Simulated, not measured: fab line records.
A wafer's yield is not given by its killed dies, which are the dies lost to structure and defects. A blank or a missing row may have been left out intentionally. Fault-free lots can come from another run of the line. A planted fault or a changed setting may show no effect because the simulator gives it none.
Which tool was responsible? | flow gf180mcu | 72 wafers from 24 lots sampled at 5 of the route's 602 steps

WHAT THE GAUGES SHOWED, per wafer
GF_V4_CD_MEAS_14: the cd target is 260 nm. Usual: 259.7 nm for cd_nm, sd 1.3.
lot  | measured     | on        | cd_nm (nm)        | flag
L074 | day 24 19:25 | cd_sem-02 | 259.8 259.9 259.6 |
L075 | day 25 00:26 | cd_sem-02 | 258.4 261.4 260.5 |
L076 | day 25 04:59 | cd_sem-01 | 259.4 258.5 258.7 |
L077 | day 25 21:05 | cd_sem-01 | 260.9 261.7 259.6 |
L078 | day 26 02:34 | cd_sem-02 | 260.9 260.9 262.5 |
L079 | day 26 22:53 | cd_sem-02 | 259.4 260.1 259.8 |
L080 | day 27 03:00 | cd_sem-01 | 258.6 259.4 257.9 |
L081 | day 27 09:07 | cd_sem-01 | 259.6 258.8 257.9 |
L082 | day 27 11:53 | cd_sem-01 | 260.7 259.8 260.4 |
L083 | day 28 01:30 | cd_sem-02 | 260.7 260.4 259.8 |
L084 | day 28 03:32 | cd_sem-01 | 258.7 261.1 259.6 |
L085 | day 28 07:46 | cd_sem-02 | 257.4 257.8 258.1 |
L086 | day 28 14:03 | cd_sem-01 | 262.6 262.9 261.4 |
L087 | day 28 15:47 | cd_sem-02 | 258.3 259.4 259.6 |
L088 | day 29 05:29 | cd_sem-01 | 261.1 261.6 260.6 |
L089 | day 29 12:49 | cd_sem-01 | 258.8 260.3 259.4 |
L090 | day 29 18:56 | cd_sem-01 | 258.1 259.1 258.4 |
L091 | day 29 23:57 | cd_sem-02 | 260.9 261.5 261.2 |
L092 | day 30 16:44 | cd_sem-02 | 259.1 258.7 258.5 |
L093 | day 30 17:44 | cd_sem-01 | 260.6 260.4 259.7 |
L094 | day 30 18:38 | cd_sem-01 | 259.5 259.0 258.5 |
L095 | day 30 23:16 | cd_sem-01 | 259.3 258.4 258.4 |
L096 | day 31 06:20 | cd_sem-01 | 258.5 258.7 258.0 |
L097 | day 31 13:02 | cd_sem-01 | 257.2 257.6 258.6 |

GF_V4_OVL_MEAS_15. Usual: V4_OVL gives 0 nm (standard deviation 6.6).
lot  | measured     | on         | V4_OVL (nm) | flag
L074 | day 24 19:32 | overlay-02 | 0 -2 -4     |
L075 | day 25 00:32 | overlay-01 | -7 -4 -7    |
L076 | day 25 05:04 | overlay-02 | 4 7 -1      |
L077 | day 25 21:11 | overlay-01 | -8 0 2      |
L078 | day 26 02:41 | overlay-02 | 5 8 13      |
L079 | day 26 22:59 | overlay-02 | -5 -6 -3    |
L080 | day 27 03:05 | overlay-02 | 3 1 8       |
L081 | day 27 09:14 | overlay-01 | -12 -5 -6   |
L082 | day 27 12:00 | overlay-02 | 9 9 5       |
L083 | day 28 01:36 | overlay-01 | 11 6 10     |
L084 | day 28 03:37 | overlay-01 | 1 -5 -1     |
L085 | day 28 07:51 | overlay-01 | 4 -3 -5     |
L086 | day 28 14:09 | overlay-01 | -6 -7 -10   |
L087 | day 28 15:53 | overlay-01 | -3 -6 -3    |
L088 | day 29 05:34 | overlay-01 | 7 14 11     |
L089 | day 29 12:54 | overlay-01 | -5 7 -6     |
L090 | day 29 19:03 | overlay-02 | 8 14 11     |
L091 | day 30 00:03 | overlay-01 | 4 4 -7      |
L092 | day 30 16:51 | overlay-02 | -1 -9 -3    |
L093 | day 30 17:49 | overlay-01 | 4 10 -1     |
L094 | day 30 18:45 | overlay-01 | 1 -7 -4     |
L095 | day 30 23:20 | overlay-01 | 3 8 7       |
L096 | day 31 06:25 | overlay-01 | 1 -13 -3    |
L097 | day 31 13:08 | overlay-01 | -1 2 2      |

EACH LOT AND THE TOOL THAT RAN IT (in order: tool; ch and the chambers of the sampled wafers; start)
lot  | GF_M4_SPUTTER_02             | GF_V4_CVD_02                    | GF_V4_CMP_04
L074 | pvd_sputter-04, day 22 20:52 | pecvd-04 ch 1,2, day 23 20:31   | cmp-01 ch 0,2,3, day 23 20:38
L075 | pvd_sputter-02, day 23 02:18 | pecvd-04 ch 0,1,2, day 24 01:54 | cmp-02 ch 0,2,3, day 24 02:05
L076 | pvd_sputter-02, day 23 07:27 | pecvd-04 ch 0,1,2, day 24 07:02 | cmp-01 ch 0,3, day 24 07:08
L077 | pvd_sputter-01, day 24 00:30 | pecvd-03 ch 0,1,2, day 24 23:19 | cmp-02 ch 0,3, day 24 23:26
L078 | pvd_sputter-04, day 24 06:27 | pecvd-02 ch 0,1,2, day 25 05:16 | cmp-02 ch 0,2,3, day 25 05:26
L079 | pvd_sputter-01, day 25 03:02 | pecvd-02 ch 0,1,2, day 26 01:37 | cmp-02 ch 1,2,3, day 26 01:44
L080 | pvd_sputter-02, day 25 07:14 | pecvd-04 ch 1,2, day 26 05:53   | cmp-01 ch 1,2,3, day 26 06:07
L081 | pvd_sputter-01, day 25 13:25 | pecvd-04 ch 0,1,2, day 26 12:07 | cmp-02 ch 0,1,2, day 26 12:20
L082 | pvd_sputter-02, day 25 16:43 | pecvd-04 ch 1,2, day 26 14:46   | cmp-02 ch 1,2,3, day 26 14:56
L083 | pvd_sputter-04, day 26 07:27 | pecvd-04 ch 1,2, day 27 05:13   | cmp-01 ch 0,1,2, day 27 05:41
L084 | pvd_sputter-04, day 26 10:02 | pecvd-03 ch 0,1,2, day 27 06:45 | cmp-01 ch 1,2, day 27 06:50
L085 | pvd_sputter-04, day 26 13:46 | pecvd-04 ch 0,1,2, day 27 11:14 | cmp-02 ch 1,2,3, day 27 11:25
L086 | pvd_sputter-04, day 26 20:02 | pecvd-02 ch 0,1, day 27 17:46   | cmp-02 ch 1,3, day 27 17:56
L087 | pvd_sputter-04, day 26 21:26 | pecvd-02 ch 1,2, day 27 19:22   | cmp-01 ch 0,2,3, day 27 19:29
L088 | pvd_sputter-02, day 27 12:22 | pecvd-04 ch 0,1,2, day 28 09:24 | cmp-02 ch 0,3, day 28 09:29
L089 | pvd_sputter-02, day 27 19:52 | pecvd-03 ch 0,1,2, day 28 17:24 | cmp-02 ch 0,2,3, day 28 17:32
L090 | pvd_sputter-02, day 28 02:12 | pecvd-03 ch 0,2, day 28 23:11   | cmp-02 ch 0,1,2, day 28 23:22
L091 | pvd_sputter-01, day 28 08:34 | pecvd-02 ch 1,2, day 29 04:44   | cmp-02 ch 1,3, day 29 04:52
L092 | pvd_sputter-01, day 29 01:04 | pecvd-02 ch 0,1, day 29 21:52   | cmp-02 ch 0,2, day 29 22:10
L093 | pvd_sputter-04, day 29 01:23 | pecvd-04 ch 0,1,2, day 29 22:02 | cmp-01 ch 0,1,3, day 29 22:20
L094 | pvd_sputter-02, day 29 02:51 | pecvd-03 ch 0,2, day 29 23:34   | cmp-02 ch 0,3, day 29 23:41
L095 | pvd_sputter-01, day 29 07:50 | pecvd-03 ch 0,1,2, day 30 04:05 | cmp-02 ch 0,1,2, day 30 04:20
L096 | pvd_sputter-01, day 29 16:05 | pecvd-02 ch 0,1,2, day 30 11:58 | cmp-01 ch 0,1,2, day 30 12:10
L097 | pvd_sputter-04, day 29 22:22 | pecvd-04 ch 0,1, day 30 18:19   | cmp-02 ch 0,1,2, day 30 18:27
- GF_M4_SPUTTER_02: material AlCu, target thk 450 nm, time 23.9 s.
- GF_V4_CVD_02: deposits SiO2 from TEOS, target thk 850 nm, time 94.851 s.
- GF_V4_CMP_04: polishes SiO2.

WHAT THE TOOLS THEMSELVES READ (means of the sampled wafers that have a number; where no wafer has one, the mark that the record gives instead)
GF_M4_SPUTTER_02. Usual: 30.0 % for throttle_valve_pct, sd 1.4.
lot  | tool           | throttle_valve_pct (%) | flag
L074 | pvd_sputter-04 | 30.4                   |
L075 | pvd_sputter-02 | 31.0                   |
L076 | pvd_sputter-02 | 29.9                   |
L077 | pvd_sputter-01 | 29.9                   |
L078 | pvd_sputter-04 | 29.5                   |
L079 | pvd_sputter-01 | 29.3                   |
L080 | pvd_sputter-02 | 32.1                   |
L081 | pvd_sputter-01 | 30.1                   |
L082 | pvd_sputter-02 | 30.1                   |
L083 | pvd_sputter-04 | 30.3                   |
L084 | pvd_sputter-04 | 30.0                   |
L085 | pvd_sputter-04 | 29.4                   |
L086 | pvd_sputter-04 | 30.3                   |
L087 | pvd_sputter-04 | 30.2                   |
L088 | pvd_sputter-02 | 29.1                   |
L089 | pvd_sputter-02 | 29.7                   |
L090 | pvd_sputter-02 | 30.8                   |
L091 | pvd_sputter-01 | 29.7                   |
L092 | pvd_sputter-01 | 30.1                   |
L093 | pvd_sputter-04 | 30.0                   |
L094 | pvd_sputter-02 | 30.0                   |
L095 | pvd_sputter-01 | 29.7                   |
L096 | pvd_sputter-01 | 28.9                   |
L097 | pvd_sputter-04 | 29.8                   |

GF_V4_CVD_02. Usual: heater_power_outer_w 378 W, standard deviation 78; heater_power_w 642 W, standard deviation 100.
lot  | tool     | heater_power_outer_w (W) | heater_power_w (W) | flag
L074 | pecvd-04 | 375                      | 617                |
L075 | pecvd-04 | 391                      | 652                |
L076 | pecvd-04 | 436                      | 696                |
L077 | pecvd-03 | 365                      | 672                |
L078 | pecvd-02 | 357                      | 599                |
L079 | pecvd-02 | 313                      | 548                |
L080 | pecvd-04 | 403                      | 661                |
L081 | pecvd-04 | 393                      | 639                |
L082 | pecvd-04 | 441                      | 694                |
L083 | pecvd-04 | 355                      | 593                |
L084 | pecvd-03 | 370                      | 677                |
L085 | pecvd-04 | 387                      | 639                |
L086 | pecvd-02 | 404                      | 673                |
L087 | pecvd-02 | 305                      | 539                |
L088 | pecvd-04 | 418                      | 696                |
L089 | pecvd-03 | 349                      | 655                |
L090 | pecvd-03 | 399                      | 728                |
L091 | pecvd-02 | 332                      | 572                |
L092 | pecvd-02 | 350                      | 566                |
L093 | pecvd-04 | 371                      | 622                |
L094 | pecvd-03 | 333                      | 634                |
L095 | pecvd-03 | 316                      | 615                |
L096 | pecvd-02 | 346                      | 588                |
L097 | pecvd-04 | 427                      | 697                |

GF_V4_CMP_04. Usual: head_pressure_psi 3.999 psi, standard deviation 0.0083; motor_current_A 11.3 A, standard deviation 0.9; retaining_ring_pressure_frac 0.999, standard deviation 0.005; time_to_endpoint_s 84 s, standard deviation 5.2.
lot  | tool   | head_pressure_psi (psi) | motor_current_A (A) | retaining_ring_pressure_frac | time_to_endpoint_s (s) | flag
L074 | cmp-01 | 3.999                   | 11.8                | 0.998                        | 82                     |
L075 | cmp-02 | 4.001                   | 10.8                | 1.001                        | 83                     |
L076 | cmp-01 | 4.000                   | 12.4                | 1.003                        | 89                     |
L077 | cmp-02 | 4.001                   | 11.0                | 0.999                        | 80                     |
L078 | cmp-02 | 4.004                   | 11.3                | 1.000                        | 86                     |
L079 | cmp-02 | 3.999                   | 11.1                | 0.997                        | 85                     |
L080 | cmp-01 | 3.998                   | 11.7                | 0.997                        | 80                     |
L081 | cmp-02 | 3.997                   | 10.9                | 1.000                        | 80                     |
L082 | cmp-02 | 3.992                   | 11.4                | 1.002                        | 87                     |
L083 | cmp-01 | 3.993                   | 11.7                | 0.999                        | 84                     |
L084 | cmp-01 | 3.995                   | 11.9                | 1.001                        | 81                     |
L085 | cmp-02 | 3.996                   | 11.3                | 1.000                        | 86                     |
L086 | cmp-02 | 3.997                   | 11.2                | 0.999                        | 83                     |
L087 | cmp-01 | 4.009                   | 11.7                | 0.997                        | 86                     |
L088 | cmp-02 | 3.992                   | 11.5                | 0.997                        | 82                     |
L089 | cmp-02 | 3.997                   | 10.8                | 0.995                        | 85                     |
L090 | cmp-02 | 4.006                   | 10.9                | 0.996                        | 83                     |
L091 | cmp-02 | 4.008                   | 11.5                | 1.001                        | 90                     |
L092 | cmp-02 | 4.008                   | 10.5                | 0.998                        | 81                     |
L093 | cmp-01 | 3.997                   | 12.8                | 1.002                        | 82                     |
L094 | cmp-02 | 4.001                   | 11.1                | 0.998                        | 94                     |
L095 | cmp-02 | 3.991                   | 10.6                | 0.999                        | 89                     |
L096 | cmp-01 | 3.997                   | 11.9                | 0.998                        | 83                     |
L097 | cmp-02 | 4.006                   | 10.4                | 1.004                        | 80                     |

THE ANSWER, worked out from the rows above alone
Rule: a lot is off if the mean of its wafers that have a number lies more than 3 standard deviations from the usual mean. A lot without any number at a reading at which 4 lots or more have one is off too. Where the step has rows for the other lots, those lots are counted as sound. After the gauges, taken in route order, come the tools' own readings; for these a lot's mean is taken, as printed above. At the first step where some lot is off, the reading lying furthest off is the one used; lots without a number count as furthest.
No lot is off at any reading shown: from this, nothing can be told.

WHAT WAS PUT IN BY THE SIMULATOR
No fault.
